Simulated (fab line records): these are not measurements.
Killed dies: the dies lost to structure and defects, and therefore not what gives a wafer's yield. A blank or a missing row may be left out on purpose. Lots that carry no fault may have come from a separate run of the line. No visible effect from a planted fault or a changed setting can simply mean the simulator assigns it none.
Which of the tools did it? :: flow gf180mcu :: Sampling: 15 lots, 45 wafers, 3 of 602 route steps

WHAT THE GAUGES SHOWED, per wafer
GF_V5_THK_MEAS_03. Usual: V5_CVD_02_THK typically reads 1455 nm, with standard deviation 20.
lot: L900
measured: day 26 03:32
on: film_metro-01
V5_CVD_02_THK (nm): 1490 1476 1481
flag: 

lot: L901
measured: day 26 05:18
on: film_metro-01
V5_CVD_02_THK (nm): 1438 1437 1442
flag: 

lot: L902
measured: day 26 20:04
on: film_metro-02
V5_CVD_02_THK (nm): 1446 1452 1481
flag: 

lot: L903
measured: day 27 04:36
on: film_metro-04
V5_CVD_02_THK (nm): 1446 1449 1447
flag: 

lot: L904
measured: day 27 13:49
on: film_metro-02
V5_CVD_02_THK (nm): 1449 1449 1480
flag: 

lot: L905
measured: day 27 19:08
on: film_metro-02
V5_CVD_02_THK (nm): 1448 1438 1445
flag: 

lot: L906
measured: day 28 06:25
on: film_metro-04
V5_CVD_02_THK (nm): 1426 1475 1485
flag: 

lot: L908
measured: day 28 22:14
on: film_metro-02
V5_CVD_02_THK (nm): 1446 1449 1443
flag: 

lot: L909
measured: day 28 23:37
on: film_metro-04
V5_CVD_02_THK (nm): 1451 1445 1481
flag: 

lot: L910
measured: day 29 09:57
on: film_metro-01
V5_CVD_02_THK (nm): 1447 1489 1467
flag: 

lot: L911
measured: day 29 12:40
on: film_metro-01
V5_CVD_02_THK (nm): 1453 1464 1450
flag: 

lot: L912
measured: day 30 06:00
on: film_metro-04
V5_CVD_02_THK (nm): 1439 1478 1453
flag: 

lot: L920
measured: day 32 10:01
on: film_metro-04
V5_CVD_02_THK (nm): 1428 1460 1464
flag: 

lot: L921
measured: day 32 14:23
on: film_metro-01
V5_CVD_02_THK (nm): 1471 1508 1481
flag: 

lot: L922
measured: day 32 15:47
on: film_metro-04
V5_CVD_02_THK (nm): 1420 1442 1433
flag: 

GF_V5_CD_MEAS_14 targets a cd of 260 nm. Usual: 260.2 nm for cd_nm, sd 1.6.
lot: L900
measured: day 27 00:35
on: cd_sem-01
cd_nm (nm): 258.5 258.4 260.8
flag: 

lot: L901
measured: day 27 02:40
on: cd_sem-01
cd_nm (nm): 261.1 260.9 262.6
flag: 

lot: L902
measured: day 27 16:26
on: cd_sem-01
cd_nm (nm): 261.2 261.2 261.0
flag: 

lot: L903
measured: day 28 01:13
on: cd_sem-01
cd_nm (nm): 260.8 260.5 260.6
flag: 

lot: L904
measured: day 28 09:47
on: cd_sem-01
cd_nm (nm): 260.5 260.5 259.8
flag: 

lot: L905
measured: day 28 15:23
on: cd_sem-01
cd_nm (nm): 258.2 258.1 258.0
flag: 

lot: L906
measured: day 29 03:50
on: cd_sem-02
cd_nm (nm): 261.4 260.1 260.1
flag: 

lot: L908
measured: day 29 16:26
on: cd_sem-02
cd_nm (nm): 261.0 260.4 261.2
flag: 

lot: L909
measured: day 29 18:19
on: cd_sem-01
cd_nm (nm): 256.5 256.7 258.8
flag: 

lot: L910
measured: day 30 04:55
on: cd_sem-01
cd_nm (nm): 259.6 260.0 259.3
flag: 

lot: L911
measured: day 30 07:59
on: cd_sem-02
cd_nm (nm): 257.7 259.0 259.1
flag: 

lot: L912
measured: day 31 00:20
on: cd_sem-02
cd_nm (nm): 260.9 260.0 259.9
flag: 

lot: L920
measured: day 33 03:05
on: cd_sem-01
cd_nm (nm): 258.7 258.2 258.0
flag: 

lot: L921
measured: day 33 06:25
on: cd_sem-02
cd_nm (nm): 260.6 260.2 260.6
flag: 

lot: L922
measured: day 33 08:44
on: cd_sem-01
cd_nm (nm): 258.9 260.6 258.8
flag: 

GF_TOP_METAL_RS_MEAS_05: a four-point-probe measurement. Usual: TOP_METAL_ALCU_RS typically reads 0.0329 ohm/sq, with standard deviation 0.00035.
lot: L900
measured: day 27 02:21
on: film_metro-03
TOP_METAL_ALCU_RS (ohm/sq): 0.0325 0.0326 0.0324
flag: 

lot: L901
measured: day 27 04:29
on: film_metro-03
TOP_METAL_ALCU_RS (ohm/sq): 0.0330 0.0326 0.0327
flag: 

lot: L902
measured: day 27 18:29
on: film_metro-02
TOP_METAL_ALCU_RS (ohm/sq): 0.0329 0.0324 0.0326
flag: 

lot: L903
measured: day 28 02:59
on: film_metro-04
TOP_METAL_ALCU_RS (ohm/sq): 0.0332 0.0330 0.0332
flag: 

lot: L904
measured: day 28 11:32
on: film_metro-02
TOP_METAL_ALCU_RS (ohm/sq): 0.0333 0.0334 0.0335
flag: 

lot: L905
measured: day 28 17:10
on: film_metro-02
TOP_METAL_ALCU_RS (ohm/sq): 0.0328 0.0328 0.0330
flag: 

lot: L906
measured: day 29 05:59
on: film_metro-03
TOP_METAL_ALCU_RS (ohm/sq): 0.0334 0.0331 0.0333
flag: 

lot: L908
measured: day 29 18:26
on: film_metro-02
TOP_METAL_ALCU_RS (ohm/sq): 0.0328 0.0328 0.0327
flag: 

lot: L909
measured: day 29 20:29
on: film_metro-02
TOP_METAL_ALCU_RS (ohm/sq): 0.0326 0.0324 0.0325
flag: 

lot: L910
measured: day 30 07:03
on: film_metro-02
TOP_METAL_ALCU_RS (ohm/sq): 0.0334 0.0338 0.0332
flag: 

lot: L911
measured: day 30 09:47
on: film_metro-02
TOP_METAL_ALCU_RS (ohm/sq): 0.0332 0.0327 0.0329
flag: 

lot: L912
measured: day 31 02:07
on: film_metro-04
TOP_METAL_ALCU_RS (ohm/sq): 0.0327 0.0333 0.0332
flag: 

lot: L920
measured: day 33 04:53
on: film_metro-04
TOP_METAL_ALCU_RS (ohm/sq): 0.0326 0.0330 0.0325
flag: 

lot: L921
measured: day 33 08:13
on: film_metro-04
TOP_METAL_ALCU_RS (ohm/sq): 0.0333 0.0329 0.0326
flag: 

lot: L922
measured: day 33 10:29
on: film_metro-03
TOP_METAL_ALCU_RS (ohm/sq): 0.0332 0.0334 0.0331
flag: 

WHICH TOOL RAN EACH LOT (tool, then ch and the chambers of the sampled wafers, then the start)
The record shows no process step preceding these readings.

WHAT THE TOOLS THEMSELVES READ (means of the sampled wafers that have a number; where no wafer has one, the mark that the record gives instead)
The record holds no such reading with a usual standard deviation.

THE ANSWER, worked out from the rows above alone
Rule: lot off if the mean of its wafers having a number is beyond 3 standard deviations from the usual mean. A lot without any number at a reading at which 4 lots or more have one is off too. Where the step has rows for the other lots, those lots are counted as sound. First the gauges in route order, then the tools' own readings, where a lot's mean is used as printed above. The first step at which some lot is off is used, and at that step the reading that is off furthest; a lot without a number counts as furthest.
No lot is off at any reading shown: from this, nothing can be told.

WHAT WAS PUT IN BY THE SIMULATOR
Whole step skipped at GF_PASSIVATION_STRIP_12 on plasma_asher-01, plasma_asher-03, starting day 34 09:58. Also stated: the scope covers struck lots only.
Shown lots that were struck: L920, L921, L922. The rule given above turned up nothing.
